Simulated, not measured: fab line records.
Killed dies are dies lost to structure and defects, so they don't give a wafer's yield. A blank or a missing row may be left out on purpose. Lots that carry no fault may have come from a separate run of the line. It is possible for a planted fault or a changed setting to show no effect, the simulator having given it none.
A struck lot beside a sound one :: flow sky130 :: 37 out of 708 route steps
Sound: the wafers L651.1, L651.2, L651.4. The struck wafers were L664.3, L664.4, L664.6. Last of all comes the cause.
Each step with rows lists, per side, the tool, then ch with its chambers, then its first start. Under that, the readings that differ: sound wafers :: struck wafers :: difference of the means :: sigmas: that difference in standard deviations of wafers without a fault.
alike: readings whose means differ by less than 2 such deviations, and words and numbers that are the same on both sides. not compared: withheld readings, readings that some wafer has no value for, bounds like >300 that may hide the same value, and numbers for which the record gives no deviation and whose values overlap.
Wherever a step has rows on one side only, a row that says differs or no value, or a row with sigmas, the two part there. When numbers do not overlap yet have no deviation, they are printed without sigmas and do not part them. A reading missing from all wafers of one side parts the sides only when that side holds two or more wafers.

first, 10 steps without rows for these wafers: SKY_LDD_LDN_SOFTBAKE_03 (time 60 s); SKY_LDD_LDN_EXPOSE_04 (exposes mask LDNTM, target cd 700 nm); SKY_LDD_LDN_PEB_05; SKY_LDD_LDN_DEVELOP_06 (develop time 60 s); SKY_LDD_LDN_IMPLANT_08; SKY_LDD_LDN_IMPLANT_09; SKY_LDD_LDN_IMPLANT_10; SKY_LDD_LDN_IMPLANT_11; SKY_LDD_LDN_STRIP_12 (strips in O2/N2); SKY_LDD_LDN_CLEAN_14 (cleans in SC1/SC2, time 150 s).
SKY_SPACER_CVD_00: deposits Si3N4 from DCS/NH3, target thk 43.1 nm, time 740 s.
  sound on lpcvd-02 ch 1, day 24 02:26; struck on lpcvd-02 ch 0, day 28 13:57
reading: model.Si3N4_of_SPACER_CVD_00.thk nm (nm)
sound: 43 43.18 43.14
struck: 33.37 33.95 33.7
difference: -9.43
sigmas: 
  alike: spike tc lower C, spike tc top C, spike tc upper C
SKY_SPACER_THK_MEAS_01:
  sound: film metro-03 at day 24 03:38; struck: film metro-01 at day 28 15:10
reading: SPACER_CVD_00_THK (nm)
sound: 43.0 43.2 43.1
struck: 33.3 33.9 33.7
difference: -9.5
sigmas: -23
SKY_SPACER_ETCHBACK_02: etches Si3N4 in CH3F/O2, stops on SiO2, time 46.7 s, target depth 45 nm.
  sound on rie diel-02 ch 0,1,2, day 24 03:42; struck on rie diel-01 ch 0,3, day 28 15:13
reading: oes product au (a.u.)
sound: 0.851 0.853 0.855
struck: 0.744 0.755 0.752
difference: -0.103
sigmas: -16

reading: model.etch.depth nm (nm)
sound: 43 43.18 43.14
struck: 33.37 33.95 33.7
difference: -9.43
sigmas: 
  alike: bias w, ch3f flow sccm, drypump motor current A, throttle valve pct
  not compared: rf hours counter h
then, 22 steps without rows for these wafers: SKY_POLY_CUT_DEHYDRATE_00 (time 60 s); SKY_POLY_CUT_HMDS_01 (prime time 60 s); SKY_POLY_CUT_COAT_02 (resist thk 60 nm); SKY_POLY_CUT_COAT_03 (resist thk 450 nm); SKY_POLY_CUT_SOFTBAKE_04 (time 90 s); SKY_POLY_CUT_EXPOSE_05 (exposes mask NPCM, target cd 270 nm); SKY_POLY_CUT_PEB_06; SKY_POLY_CUT_DEVELOP_07 (develop time 60 s); SKY_POLY_CUT_ETCH_10 (etches BARC in N2/H2, stops on SiO2, time 45.9 s, target depth 60 nm); SKY_POLY_CUT_ETCH_11 (etches Si3N4 in CF4/CH2F2/Ar, stops on poly-Si, time 42.5 s, target depth 60 nm); SKY_POLY_CUT_STRIP_12 (strips in O2/N2); SKY_SD_P_DEHYDRATE_00 (time 60 s); SKY_SD_P_HMDS_01 (prime time 60 s); SKY_SD_P_COAT_02 (resist thk 1140 nm); SKY_SD_P_SOFTBAKE_03 (time 60 s); SKY_SD_P_EXPOSE_04 (exposes mask PSDM, target cd 380 nm); SKY_SD_P_PEB_05; SKY_SD_P_DEVELOP_06 (develop time 58.02 s); SKY_SD_P_IMPLANT_09; SKY_SD_P_STRIP_10 (strips in O2/N2); SKY_RES_XHIGH_DEHYDRATE_00 (time 60 s); SKY_RES_XHIGH_HMDS_01 (prime time 60 s).
-- the record jumps here: 5 days lie between the struck wafers' starts before and after (it left off in module RES_XHIGH and takes up again in module SALICIDE, whose first step shown is number 361 of the route) --
SKY_SALICIDE_CLEAN_00: cleans in HF-last, time 30 s.
  sound on wet bench-03 ch 3, day 29 01:36; struck on wet bench-03 ch 0, day 33 05:55
reading: model.Si3N4_of_SPACER_CVD_00.thk nm (nm)
sound: 42.03 42.22 42.17
struck: 32.38 32.97 32.72
difference: -9.45
sigmas: 
-- the record jumps here: 16 days lie between the struck wafers' starts before and after (it left off in module SALICIDE and takes up again in module PAD_OPEN, whose first step shown is number 708 of the route) --
SKY_PAD_OPEN_PROBE_99:
  sound: prober-01 at day 46 15:58; struck: prober-02 at day 49 17:30
reading: model.etest.pfet_01v8.r on ohm um
sound: 2700 2762 2801
struck: 2621 2544 2549
difference: -183
sigmas: 

reading: model.etest.sonos uncharged.r on ohm um
sound: 807 793.6 823
struck: 792.3 790.7 790.6
difference: -16.7
sigmas: 

reading: model.etest.pfet_01v8.drive ua um
sound: 213.2 204.8 200.3
struck: 216.9 224.4 224.6
difference: +15.9
sigmas: 

reading: model.etest.pfet_01v8_hvt.drive ua um
sound: 159.1 154 149.2
struck: 162.2 170.2 169.1
difference: +13.1
sigmas: 

reading: model.etest.pfet_01v8_mvt.drive ua um
sound: 161.8 159.7 156.2
struck: 166.2 168.3 168.6
difference: +8.5
sigmas: 
  alike: killed_at_M0_to_M3, killed_at_M4_up, killed at contacts, killed at front end, killed at other, killed dies, killed open, killed short
  not compared: model.etest.nfet g5v0d10v5.r on ohm um, model.etest.nfet_01v8_lvt.drive ua um, model.etest.sram pfet latch.drive ua um

## WHERE THEY PART
Last at SKY_SPACER_ETCHBACK_02 as far as this record goes, first at SKY_SPACER_THK_MEAS_01. Later steps at which nothing parts them and some readings are alike: SKY_PAD_OPEN_PROBE_99.

WHY: the cause the simulator had injected
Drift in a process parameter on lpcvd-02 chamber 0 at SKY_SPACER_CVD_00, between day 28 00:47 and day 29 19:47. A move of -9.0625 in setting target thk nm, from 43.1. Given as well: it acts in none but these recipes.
